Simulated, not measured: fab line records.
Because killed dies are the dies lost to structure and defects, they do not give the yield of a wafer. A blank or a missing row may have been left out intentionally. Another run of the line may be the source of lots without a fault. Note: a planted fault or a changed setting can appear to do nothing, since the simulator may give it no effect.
A single fault, viewed from 2 desks | flow sky130 | only its own numbers are on each desk; what lay behind them is given at the end

== FROM THE METROLOGY DESK ==
Means of the sampled wafers that have a number, per lot and without regard to the tool the lot ran on: this is what the gauges read. If a lot's mean is further than 4 standard deviations from the usual mean, the lot is out of limits and carries the mark OUT (the distance appears in the brackets).
Columns: A = LI_CONTACT_W_RS at SKY_LI_CONTACT_RS_MEAS_22, usual 0.2845 ohm/sq; B = LI_CONTACT_W_THK at SKY_LI_CONTACT_THK_MEAS_23, usual 415 nm; C = CONTACT_CVD_00_THK at SKY_CONTACT_THK_MEAS_01, usual 75.1 nm
lot  | first seen here | A                 | B              | C
L634 | day 30 05:32    | 0.2842            | 411            | 75.5
L641 | day 32 04:55    | 0.3035 (+6.6) OUT | 384 (-4.6) OUT | 73.7
L643 | day 32 19:34    | 0.3002 (+5.4) OUT | 389            | 76.6
L645 | day 33 09:15    | 0.2865            | 406            | 74.3
L648 | day 34 06:50    | 0.2832            | 420            | 74.6
L649 | day 34 08:55    | 0.2836            | 419            | 74.3
L652 | day 36 05:22    | 0.2832            | 420            | 75.5
L653 | day 36 07:25    | 0.2814            | 426            | 75.5
L650 | day 36 07:43    | 0.2800            | 424            | 74.3
L654 | day 36 09:31    | 0.2857            | 419            | 75.5
L655 | day 36 10:55    | 0.2799            | 429            | 74.5
Finding of this desk: L641, L643 out of limits, first seen on L641 at day 32 04:55 (LI_CONTACT_W_RS at SKY_LI_CONTACT_RS_MEAS_22). L634, L645, L648, L649, L652, L653, L650, L654, L655 stayed within limits.

== AT THE TOOL OWNER'S DESK: cvdW-02 ==
The tool's own readings at SKY_LI_CONTACT_CVD_21 (deposits W, target thk 400 nm, time 120.56 s): means of the sampled wafers that have a number, for each lot that ran on this tool. If a lot's mean is further than 4 standard deviations from the usual mean, the lot is out of limits and carries the mark OUT (the distance appears in the brackets).
Columns: A = chamberPressureTorr at SKY_LI_CONTACT_CVD_21, usual 40.00 Torr; B = heaterPowerW at SKY_LI_CONTACT_CVD_21, usual 844 W; C = susceptorTempC at SKY_LI_CONTACT_CVD_21, usual 399.99 C
lot  | first seen here | A     | B   | C
L634 | day 30 05:24    | 39.93 | 798 | 400.17
L641 | day 32 04:47    | 40.01 | 895 | 397.09 (-14) OUT
L643 | day 32 19:26    | 40.07 | 889 | 396.99 (-14) OUT
L652 | day 36 05:14    | 40.00 | 906 | 400.19
L650 | day 36 07:35    | 40.00 | 908 | 400.03
L654 | day 36 09:22    | 40.02 | 918 | 400.05
Finding of this desk: L641, L643 out of limits; the first was L641 at day 32 04:47, on susceptorTempC at SKY_LI_CONTACT_CVD_21. L634, L652, L650, L654 stayed within limits.

== PUT TOGETHER ==
On L641, L643, at day 32 04:47, an alarm was possible from the tool owner's desk.
At day 32 04:55 the metrology desk could have sounded an alarm, on L641, L643.
On cvdW-02, each named lot ran SKY_LI_CONTACT_CVD_21.

== WHAT THE SIMULATOR HAD PUT IN ==
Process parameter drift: cvdW-02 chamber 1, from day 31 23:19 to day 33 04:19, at SKY_LI_CONTACT_CVD_21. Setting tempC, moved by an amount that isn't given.
Struck lots among those shown: L641, L643.
Counting hours from when the fault started, the first reading out of limits came at 5 for the tool owner's desk and at 6 for the metrology desk.
